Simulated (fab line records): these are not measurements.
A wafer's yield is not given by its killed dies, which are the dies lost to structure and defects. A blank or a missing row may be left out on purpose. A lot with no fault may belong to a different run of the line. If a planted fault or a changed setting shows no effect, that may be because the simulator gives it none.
Matching of chambers :: flow gf180mcu :: GF_V4_ETCH_16 on rie diel-02 has 4 sister chambers
The step etches BARC in N2/H2. 27 wafers are shown with their chamber, then 12 later ones without.

== EACH WAFER AND ITS CHAMBER ==
wafer: L077.3
chamber: 0
drypump motor current A (A): 5.7
throttle valve pct (%): 13.229
h2 flow sccm (sccm): 200.6

wafer: L077.4
chamber: 2
drypump motor current A (A): 5.9
throttle valve pct (%): 13.232
h2 flow sccm (sccm): 199.7

wafer: L077.5
chamber: 3
drypump motor current A (A): 5.6
throttle valve pct (%): 13.223
h2 flow sccm (sccm): 199.6

wafer: L078.1
chamber: 0
drypump motor current A (A): 5.7
throttle valve pct (%): 13.215
h2 flow sccm (sccm): 200.2

wafer: L078.5
chamber: 1
drypump motor current A (A): 6.1
throttle valve pct (%): 13.210
h2 flow sccm (sccm): 198.9

wafer: L078.6
chamber: 2
drypump motor current A (A): 5.9
throttle valve pct (%): 13.234
h2 flow sccm (sccm): 200.1

wafer: L082.2
chamber: 0
drypump motor current A (A): 5.7
throttle valve pct (%): 13.219
h2 flow sccm (sccm): 200.0

wafer: L082.3
chamber: 1
drypump motor current A (A): 6.1
throttle valve pct (%): 13.219
h2 flow sccm (sccm): 199.6

wafer: L082.4
chamber: 3
drypump motor current A (A): 5.6
throttle valve pct (%): 13.235
h2 flow sccm (sccm): 200.4

wafer: L084.1
chamber: 2
drypump motor current A (A): 5.9
throttle valve pct (%): 13.244
h2 flow sccm (sccm): 199.7

wafer: L084.2
chamber: 3
drypump motor current A (A): 5.7
throttle valve pct (%): 13.209
h2 flow sccm (sccm): 199.7

wafer: L084.3
chamber: 1
drypump motor current A (A): 6.1
throttle valve pct (%): 13.226
h2 flow sccm (sccm): 199.7

wafer: L084.4
chamber: 0
drypump motor current A (A): 5.7
throttle valve pct (%): 13.235
h2 flow sccm (sccm): 199.9

wafer: L084.5
chamber: 1
drypump motor current A (A): 6.1
throttle valve pct (%): 13.223
h2 flow sccm (sccm): 199.3

wafer: L084.6
chamber: 0
drypump motor current A (A): 5.7
throttle valve pct (%): 13.225
h2 flow sccm (sccm): 199.9

wafer: L087.1
chamber: 1
drypump motor current A (A): 6.1
throttle valve pct (%): 13.225
h2 flow sccm (sccm): 199.2

wafer: L087.2
chamber: 2
drypump motor current A (A): 5.9
throttle valve pct (%): 13.236
h2 flow sccm (sccm): 201.0

wafer: L087.3
chamber: 0
drypump motor current A (A): 5.7
throttle valve pct (%): 13.225
h2 flow sccm (sccm): 200.9

wafer: L087.4
chamber: 3
drypump motor current A (A): 5.6
throttle valve pct (%): 13.227
h2 flow sccm (sccm): 199.7

wafer: L087.5
chamber: 0
drypump motor current A (A): 5.7
throttle valve pct (%): 13.224
h2 flow sccm (sccm): 200.3

wafer: L087.6
chamber: 3
drypump motor current A (A): 5.6
throttle valve pct (%): 13.196
h2 flow sccm (sccm): 199.0

wafer: L092.1
chamber: 3
drypump motor current A (A): 5.6
throttle valve pct (%): 13.205
h2 flow sccm (sccm): 199.3

wafer: L092.2
chamber: 1
drypump motor current A (A): 6.1
throttle valve pct (%): 13.230
h2 flow sccm (sccm): 200.4

wafer: L092.3
chamber: 2
drypump motor current A (A): 5.9
throttle valve pct (%): 13.236
h2 flow sccm (sccm): 200.5

wafer: L092.4
chamber: 0
drypump motor current A (A): 5.7
throttle valve pct (%): 13.223
h2 flow sccm (sccm): 199.2

wafer: L092.5
chamber: 2
drypump motor current A (A): 5.9
throttle valve pct (%): 13.221
h2 flow sccm (sccm): 199.5

wafer: L092.6
chamber: 3
drypump motor current A (A): 5.6
throttle valve pct (%): 13.232
h2 flow sccm (sccm): 199.8

SIGNATURES (means of the wafers above)
reading: drypump motor current A
chamber 0: 5.700
chamber 1: 6.100
chamber 2: 5.900
chamber 3: 5.614
scatter within a chamber: 0.0193

reading: throttle valve pct
chamber 0: 13.22438
chamber 1: 13.22217
chamber 2: 13.23383
chamber 3: 13.21814
scatter within a chamber: 0.00956

reading: h2 flow sccm
chamber 0: 200.125
chamber 1: 199.517
chamber 2: 200.083
chamber 3: 199.643
scatter within a chamber: 0.509
Rule: for each reading, subtract the chamber's mean from the wafer's reading, divide by that reading's scatter and square the result; add these up over the readings and take the root, which gives the wafer's distance from the chamber. The wafer belongs to the nearest chamber; if the next one is less than 2 further off, it can't be placed. The scatter: the root of (the sum of the squares of (reading less its chamber's mean) over the shown wafers, divided by (wafers less chambers)).

== WAFERS WITH NO CHAMBER GIVEN ==
wafer: L093.1
drypump motor current A (A): 5.6
throttle valve pct (%): 13.220
h2 flow sccm (sccm): 199.7

wafer: L093.2
drypump motor current A (A): 5.9
throttle valve pct (%): 13.204
h2 flow sccm (sccm): 200.3

wafer: L093.4
drypump motor current A (A): 5.7
throttle valve pct (%): 13.228
h2 flow sccm (sccm): 200.6

wafer: L095.1
drypump motor current A (A): 5.6
throttle valve pct (%): 13.222
h2 flow sccm (sccm): 199.8

wafer: L095.2
drypump motor current A (A): 6.1
throttle valve pct (%): 13.227
h2 flow sccm (sccm): 200.0

wafer: L095.3
drypump motor current A (A): 5.7
throttle valve pct (%): 13.221
h2 flow sccm (sccm): 199.4

wafer: L095.4
drypump motor current A (A): 5.9
throttle valve pct (%): 13.211
h2 flow sccm (sccm): 200.5

wafer: L095.5
drypump motor current A (A): 5.7
throttle valve pct (%): 13.223
h2 flow sccm (sccm): 199.4

wafer: L095.6
drypump motor current A (A): 6.1
throttle valve pct (%): 13.226
h2 flow sccm (sccm): 199.2

wafer: L097.2
drypump motor current A (A): 5.6
throttle valve pct (%): 13.227
h2 flow sccm (sccm): 199.8

wafer: L097.4
drypump motor current A (A): 5.7
throttle valve pct (%): 13.219
h2 flow sccm (sccm): 201.0

wafer: L097.5
drypump motor current A (A): 5.9
throttle valve pct (%): 13.213
h2 flow sccm (sccm): 201.0

== CHAMBER TAKEN BY EACH ==
wafer: L093.1
from the rows above: 3
in truth: 3

wafer: L093.2
from the rows above: 2
in truth: 2

wafer: L093.4
from the rows above: 0
in truth: 0

wafer: L095.1
from the rows above: 3
in truth: 3

wafer: L095.2
from the rows above: 1
in truth: 1

wafer: L095.3
from the rows above: 0
in truth: 0

wafer: L095.4
from the rows above: 2
in truth: 2

wafer: L095.5
from the rows above: 0
in truth: 0

wafer: L095.6
from the rows above: 1
in truth: 1

wafer: L097.2
from the rows above: 3
in truth: 3

wafer: L097.4
from the rows above: 0
in truth: 0

wafer: L097.5
from the rows above: 2
in truth: 2
Placed correctly: 12 of 12. Not placeable from these rows: 0. 0 placed wrongly.
